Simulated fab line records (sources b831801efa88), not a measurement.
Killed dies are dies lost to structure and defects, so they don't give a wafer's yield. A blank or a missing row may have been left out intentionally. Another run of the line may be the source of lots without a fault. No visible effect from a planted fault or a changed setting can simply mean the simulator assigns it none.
Which tool did it? / flow gf180mcu / 36 wafers from 12 lots sampled at 5 of the route's 602 steps

WHAT THE GAUGES READ, wafer by wafer
GF_SALICIDE_THK_MEAS_05: measures by xrf. Usual: SALICIDE_TIN_THK 20.35 nm, standard deviation 0.3.
lot=L479; measured=day 15 03:09; on=film_metro-03; SALICIDE_TIN_THK (nm)=20.46 20.38 20.43; flag=
lot=L480; measured=day 15 08:11; on=film_metro-03; SALICIDE_TIN_THK (nm)=20.60 20.48 20.40; flag=
lot=L481; measured=day 15 18:36; on=film_metro-03; SALICIDE_TIN_THK (nm)=20.27 20.25 20.22; flag=
lot=L482; measured=day 15 23:18; on=film_metro-02; SALICIDE_TIN_THK (nm)=20.48 20.23 20.26; flag=
lot=L483; measured=day 16 13:28; on=film_metro-03; SALICIDE_TIN_THK (nm)=20.68 20.78 20.61; flag=
lot=L491; measured=day 19 16:43; on=film_metro-03; SALICIDE_TIN_THK (nm)=20.11 20.27 20.21; flag=
lot=L494; measured=day 20 14:47; on=film_metro-02; SALICIDE_TIN_THK (nm)=20.14 20.20 20.14; flag=
lot=L495; measured=day 20 21:59; on=film_metro-04; SALICIDE_TIN_THK (nm)=20.13 20.08 20.16; flag=
lot=L499; measured=day 22 10:45; on=film_metro-02; SALICIDE_TIN_THK (nm)=20.36 20.23 20.05; flag=
lot=L500; measured=day 22 11:38; on=film_metro-02; SALICIDE_TIN_THK (nm)=20.13 19.80 19.90; flag=
lot=L501; measured=day 22 18:43; on=film_metro-04; SALICIDE_TIN_THK (nm)=20.33 20.26 20.58; flag=
lot=L502; measured=day 23 06:15; on=film_metro-02; SALICIDE_TIN_THK (nm)=20.36 20.46 20.19; flag=

GF_CONTACT_CD_MEAS_14: target cd 220 nm. Usual: cd_nm reads 219.8 nm (standard deviation 1.4).
lot=L479; measured=day 16 01:52; on=cd_sem-02; cd_nm (nm)=219.0 218.0 217.7; flag=
lot=L480; measured=day 16 07:04; on=cd_sem-02; cd_nm (nm)=221.6 221.6 221.5; flag=
lot=L481; measured=day 16 17:41; on=cd_sem-01; cd_nm (nm)=220.6 221.5 220.9; flag=
lot=L482; measured=day 16 22:52; on=cd_sem-02; cd_nm (nm)=222.7 221.9 221.0; flag=
lot=L483; measured=day 17 13:38; on=cd_sem-02; cd_nm (nm)=218.1 220.5 219.4; flag=
lot=L491; measured=day 20 17:48; on=cd_sem-02; cd_nm (nm)=217.9 219.1 218.4; flag=
lot=L494; measured=day 21 15:53; on=cd_sem-01; cd_nm (nm)=211.3 199.1 211.4; flag=OFF
lot=L495; measured=day 21 22:31; on=cd_sem-02; cd_nm (nm)=216.8 215.9 211.8; flag=OFF
lot=L499; measured=day 23 10:34; on=cd_sem-01; cd_nm (nm)=221.0 221.0 221.2; flag=
lot=L500; measured=day 23 11:48; on=cd_sem-02; cd_nm (nm)=219.8 219.8 219.4; flag=
lot=L501; measured=day 23 18:22; on=cd_sem-02; cd_nm (nm)=219.5 221.2 219.4; flag=
lot=L502; measured=day 24 05:23; on=cd_sem-02; cd_nm (nm)=220.0 219.2 219.6; flag=

WHAT TOOL EACH LOT RAN ON (gives the tool, then ch and the chambers of the sampled wafers, and finally the start)
lot=L479; GF_HV_LDD_STRIP_49=plasma_asher-04 ch 0,1, day 12 10:16; GF_SAB_ETCH_11=rie_diel-04 ch 0,1,3, day 15 02:38; GF_CONTACT_EXPOSE_11=krf_scanner-01 ch 0, day 15 14:46
lot=L480; GF_HV_LDD_STRIP_49=plasma_asher-02 ch 0,1, day 12 14:44; GF_SAB_ETCH_11=rie_diel-03 ch 0,1,3, day 15 07:40; GF_CONTACT_EXPOSE_11=krf_scanner-02 ch 0, day 15 20:21
lot=L481; GF_HV_LDD_STRIP_49=plasma_asher-04 ch 0,1, day 12 22:05; GF_SAB_ETCH_11=rie_diel-04 ch 1,2, day 15 18:05; GF_CONTACT_EXPOSE_11=krf_scanner-01 ch 0, day 16 06:52
lot=L482; GF_HV_LDD_STRIP_49=plasma_asher-01 ch 0,1, day 13 04:08; GF_SAB_ETCH_11=rie_diel-04 ch 0,2,3, day 15 22:47; GF_CONTACT_EXPOSE_11=krf_scanner-02 ch 0, day 16 11:38
lot=L483; GF_HV_LDD_STRIP_49=plasma_asher-02 ch 0,1, day 13 16:08; GF_SAB_ETCH_11=rie_diel-04 ch 0,1, day 16 12:56; GF_CONTACT_EXPOSE_11=krf_scanner-01 ch 0, day 17 02:04
lot=L491; GF_HV_LDD_STRIP_49=plasma_asher-01 ch 0,1, day 16 13:24; GF_SAB_ETCH_11=rie_diel-04 ch 0,3, day 19 16:11; GF_CONTACT_EXPOSE_11=krf_scanner-02 ch 0, day 20 06:00
lot=L494; GF_HV_LDD_STRIP_49=plasma_asher-02 ch 0,1, day 17 09:44; GF_SAB_ETCH_11=rie_diel-04 ch 1,2,3, day 20 14:16; GF_CONTACT_EXPOSE_11=krf_scanner-02 ch 0, day 21 04:15
lot=L495; GF_HV_LDD_STRIP_49=plasma_asher-01 ch 0,1, day 17 16:38; GF_SAB_ETCH_11=rie_diel-02 ch 0,2,3, day 20 21:29; GF_CONTACT_EXPOSE_11=krf_scanner-02 ch 0, day 21 10:48
lot=L499; GF_HV_LDD_STRIP_49=plasma_asher-01 ch 0,1, day 19 04:58; GF_SAB_ETCH_11=rie_diel-03 ch 0,2,3, day 22 10:13; GF_CONTACT_EXPOSE_11=krf_scanner-01 ch 0, day 22 23:11
lot=L500; GF_HV_LDD_STRIP_49=plasma_asher-02 ch 0,1, day 19 06:44; GF_SAB_ETCH_11=rie_diel-02 ch 0,1,2, day 22 11:07; GF_CONTACT_EXPOSE_11=krf_scanner-01 ch 0, day 23 00:15
lot=L501; GF_HV_LDD_STRIP_49=plasma_asher-01 ch 0,1, day 19 15:32; GF_SAB_ETCH_11=rie_diel-04 ch 2,3, day 22 18:04; GF_CONTACT_EXPOSE_11=krf_scanner-01 ch 0, day 23 07:18
lot=L502; GF_HV_LDD_STRIP_49=plasma_asher-04 ch 0,1, day 20 02:59; GF_SAB_ETCH_11=rie_diel-02 ch 0,1,3, day 23 05:43; GF_CONTACT_EXPOSE_11=krf_scanner-02 ch 0, day 23 18:54
- GF_HV_LDD_STRIP_49: strips in O2/N2.
- GF_SAB_ETCH_11: etches SiO2 in C4F8/O2/Ar, target depth 55 nm, time 8.5 s.
- GF_CONTACT_EXPOSE_11: exposes mask Contact, target cd 220 nm.

WHAT THE TOOLS THEMSELVES READ (means of the sampled wafers that have a number; where no wafer has one, the mark that the record gives instead)
GF_HV_LDD_STRIP_49. Usual: drypump_motor_current_A 5.58 A, standard deviation 0.29; heater_power_w 317 W, standard deviation 16; oes_product_au 0.716 a.u., standard deviation 0.0042; platen_temp_c 250.05 C, standard deviation 0.17; strip_time_to_endpoint_s 12.63 s, standard deviation 0.031.
lot=L479; tool=plasma_asher-04; drypump_motor_current_A (A)=5.29; heater_power_w (W)=318; oes_product_au (a.u.)=0.718; platen_temp_c (C)=249.86; strip_time_to_endpoint_s (s)=12.60; flag=
lot=L480; tool=plasma_asher-02; drypump_motor_current_A (A)=5.52; heater_power_w (W)=327; oes_product_au (a.u.)=0.714; platen_temp_c (C)=250.19; strip_time_to_endpoint_s (s)=12.63; flag=
lot=L481; tool=plasma_asher-04; drypump_motor_current_A (A)=5.28; heater_power_w (W)=315; oes_product_au (a.u.)=0.716; platen_temp_c (C)=250.17; strip_time_to_endpoint_s (s)=12.67; flag=
lot=L482; tool=plasma_asher-01; drypump_motor_current_A (A)=5.74; heater_power_w (W)=312; oes_product_au (a.u.)=0.719; platen_temp_c (C)=250.13; strip_time_to_endpoint_s (s)=12.62; flag=
lot=L483; tool=plasma_asher-02; drypump_motor_current_A (A)=5.50; heater_power_w (W)=320; oes_product_au (a.u.)=0.719; platen_temp_c (C)=250.16; strip_time_to_endpoint_s (s)=12.67; flag=
lot=L491; tool=plasma_asher-01; drypump_motor_current_A (A)=5.73; heater_power_w (W)=308; oes_product_au (a.u.)=0.717; platen_temp_c (C)=250.15; strip_time_to_endpoint_s (s)=12.64; flag=
lot=L494; tool=plasma_asher-02; drypump_motor_current_A (A)=5.53; heater_power_w (W)=327; oes_product_au (a.u.)=0.719; platen_temp_c (C)=250.09; strip_time_to_endpoint_s (s)=12.64; flag=
lot=L495; tool=plasma_asher-01; drypump_motor_current_A (A)=5.73; heater_power_w (W)=305; oes_product_au (a.u.)=0.718; platen_temp_c (C)=249.88; strip_time_to_endpoint_s (s)=12.63; flag=
lot=L499; tool=plasma_asher-01; drypump_motor_current_A (A)=5.89; heater_power_w (W)=319; oes_product_au (a.u.)=0.717; platen_temp_c (C)=249.89; strip_time_to_endpoint_s (s)=12.62; flag=
lot=L500; tool=plasma_asher-02; drypump_motor_current_A (A)=5.51; heater_power_w (W)=326; oes_product_au (a.u.)=0.715; platen_temp_c (C)=250.02; strip_time_to_endpoint_s (s)=12.62; flag=
lot=L501; tool=plasma_asher-01; drypump_motor_current_A (A)=5.87; heater_power_w (W)=313; oes_product_au (a.u.)=0.714; platen_temp_c (C)=250.29; strip_time_to_endpoint_s (s)=12.65; flag=
lot=L502; tool=plasma_asher-04; drypump_motor_current_A (A)=5.25; heater_power_w (W)=316; oes_product_au (a.u.)=0.712; platen_temp_c (C)=250.07; strip_time_to_endpoint_s (s)=12.59; flag=

GF_SAB_ETCH_11. Usual: oes_product_au reads 0.996 a.u. (standard deviation 0.0077).
lot=L479; tool=rie_diel-04; oes_product_au (a.u.)=0.994; flag=
lot=L480; tool=rie_diel-03; oes_product_au (a.u.)=0.997; flag=
lot=L481; tool=rie_diel-04; oes_product_au (a.u.)=0.996; flag=
lot=L482; tool=rie_diel-04; oes_product_au (a.u.)=0.989; flag=
lot=L483; tool=rie_diel-04; oes_product_au (a.u.)=0.990; flag=
lot=L491; tool=rie_diel-04; oes_product_au (a.u.)=0.997; flag=
lot=L494; tool=rie_diel-04; oes_product_au (a.u.)=1.006; flag=
lot=L495; tool=rie_diel-02; oes_product_au (a.u.)=0.996; flag=
lot=L499; tool=rie_diel-03; oes_product_au (a.u.)=0.996; flag=
lot=L500; tool=rie_diel-02; oes_product_au (a.u.)=1.006; flag=
lot=L501; tool=rie_diel-04; oes_product_au (a.u.)=0.998; flag=
lot=L502; tool=rie_diel-02; oes_product_au (a.u.)=0.994; flag=

GF_CONTACT_EXPOSE_11. Usual: exposure_dose_mJ_cm2 37.95, standard deviation 0.041; focus_offset_nm 0.0 nm, standard deviation 0.44.
lot=L479; tool=krf_scanner-01; exposure_dose_mJ_cm2=37.95; focus_offset_nm (nm)=0.3; flag=
lot=L480; tool=krf_scanner-02; exposure_dose_mJ_cm2=38.00; focus_offset_nm (nm)=-0.1; flag=
lot=L481; tool=krf_scanner-01; exposure_dose_mJ_cm2=37.97; focus_offset_nm (nm)=-0.8; flag=
lot=L482; tool=krf_scanner-02; exposure_dose_mJ_cm2=38.01; focus_offset_nm (nm)=0.4; flag=
lot=L483; tool=krf_scanner-01; exposure_dose_mJ_cm2=37.95; focus_offset_nm (nm)=-0.4; flag=
lot=L491; tool=krf_scanner-02; exposure_dose_mJ_cm2=37.95; focus_offset_nm (nm)=-0.1; flag=
lot=L494; tool=krf_scanner-02; exposure_dose_mJ_cm2=37.98; focus_offset_nm (nm)=0.1; flag=
lot=L495; tool=krf_scanner-02; exposure_dose_mJ_cm2=37.97; focus_offset_nm (nm)=0.2; flag=
lot=L499; tool=krf_scanner-01; exposure_dose_mJ_cm2=37.96; focus_offset_nm (nm)=-0.3; flag=
lot=L500; tool=krf_scanner-01; exposure_dose_mJ_cm2=37.92; focus_offset_nm (nm)=-0.4; flag=
lot=L501; tool=krf_scanner-01; exposure_dose_mJ_cm2=37.95; focus_offset_nm (nm)=0.0; flag=
lot=L502; tool=krf_scanner-02; exposure_dose_mJ_cm2=37.96; focus_offset_nm (nm)=0.1; flag=

THE ANSWER, worked out from the rows above alone
Rule: a lot is off if the mean of its wafers that have a number lies more than 3 standard deviations from the usual mean. Also off: a lot with no number at a reading for which 4 or more lots have one. Where the step has rows for the other lots, those lots are counted as sound. After the gauges, taken in route order, come the tools' own readings; for these a lot's mean is taken, as printed above. At the first step where some lot is off, the reading lying furthest off is the one used; lots without a number count as furthest.
Off: L494, L495 (GF_CONTACT_CD_MEAS_14, cd_nm).
A tool fits if, at a process step before that reading, it ran every lot that is off, and no sound lot after the first of them. Gauges at GF_CONTACT_CD_MEAS_14: tried the same way as those tools. None of those tried fits.

WHAT THE SIMULATOR HAD PUT IN
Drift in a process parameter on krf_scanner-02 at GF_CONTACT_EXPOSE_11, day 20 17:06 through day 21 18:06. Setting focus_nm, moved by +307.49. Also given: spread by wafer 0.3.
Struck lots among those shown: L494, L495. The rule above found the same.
